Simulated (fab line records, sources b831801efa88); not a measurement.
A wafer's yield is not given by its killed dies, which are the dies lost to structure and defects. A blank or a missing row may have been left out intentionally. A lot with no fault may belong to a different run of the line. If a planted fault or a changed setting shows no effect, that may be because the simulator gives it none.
Matching of chambers | flow gf180mcu | GF_POLY_GATE_ETCH_13 on rieSi-02 has 4 sister chambers
The step etches poly-Si in HBr/Cl2, stops on SiO2, target depth 198.5 nm, time 69.6 s. 14 wafers are shown with their chamber, then 7 later ones without.

EACH WAFER AND ITS CHAMBER
wafer  | chamber | drypumpMotorCurrentA (A) | oesProductAu (a.u.) | runLengthS (s)
L848.3 | 3       | 5.9                      | 0.981               | 97.4
L848.5 | 3       | 5.9                      | 0.984               | 98.0
L848.6 | 0       | 4.7                      | 0.988               | 97.2
L849.1 | 1       | 5.8                      | 1.000               | 98.2
L849.2 | 3       | 6.0                      | 0.984               | 97.3
L849.5 | 2       | 6.1                      | 0.990               | 97.7
L853.1 | 0       | 4.7                      | 0.976               | 97.3
L853.3 | 1       | 5.8                      | 0.991               | 97.4
L853.6 | 3       | 5.9                      | 0.988               | 97.5
L854.2 | 0       | 4.8                      | 0.987               | 97.5
L854.5 | 1       | 5.8                      | 0.988               | 98.0
L854.6 | 0       | 4.8                      | 0.989               | 97.8
L856.1 | 2       | 6.1                      | 0.989               | 97.7
L856.3 | 3       | 5.9                      | 0.985               | 97.6

SIGNATURES (averages over the wafers above)
reading              | chamber 0 | chamber 1 | chamber 2 | chamber 3 | scatter within a chamber
drypumpMotorCurrentA | 4.750     | 5.800     | 6.100     | 5.920     | 0.0424
oesProductAu         | 0.98500   | 0.99300   | 0.98950   | 0.98440   | 0.00462
runLengthS           | 97.450    | 97.867    | 97.700    | 97.560    | 0.291
Rule: for each reading, subtract the chamber's mean from the wafer's reading, divide by that reading's scatter and square the result; add these up over the readings and take the root, which gives the wafer's distance from the chamber. If the next closest chamber is less than 2 further off than the closest, the wafer can't be placed; otherwise it belongs to the closest. The scatter is the square root of a quotient: the sum, over the shown wafers, of each reading's squared deviation from its chamber's mean, divided by wafers minus chambers.

WAFERS WHOSE CHAMBER IS MISSING
wafer  | drypumpMotorCurrentA (A) | oesProductAu (a.u.) | runLengthS (s)
L856.6 | 5.8                      | 0.992               | 97.7
L857.2 | 5.8                      | 0.998               | 97.6
L857.3 | 4.8                      | 0.990               | 97.8
L857.6 | 6.0                      | 0.989               | 97.6
L863.4 | 6.1                      | 0.985               | 97.9
L863.6 | 6.0                      | 0.978               | 97.4
L865.6 | 6.1                      | 0.995               | 97.8

THE CHAMBER EACH PASSED THROUGH
wafer  | from the rows above     | in truth
L856.6 | 1                       | 1
L857.2 | 1                       | 1
L857.3 | 0                       | 0
L857.6 | can't be placed: 3 or 2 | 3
L863.4 | 2                       | 2
L863.6 | can't be placed: 3 or 2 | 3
L865.6 | 2                       | 2
Correctly placed: 5 of 7. From these rows, 2 cannot be placed; in 2 the true chamber is one of the candidates. 0 placed wrongly.
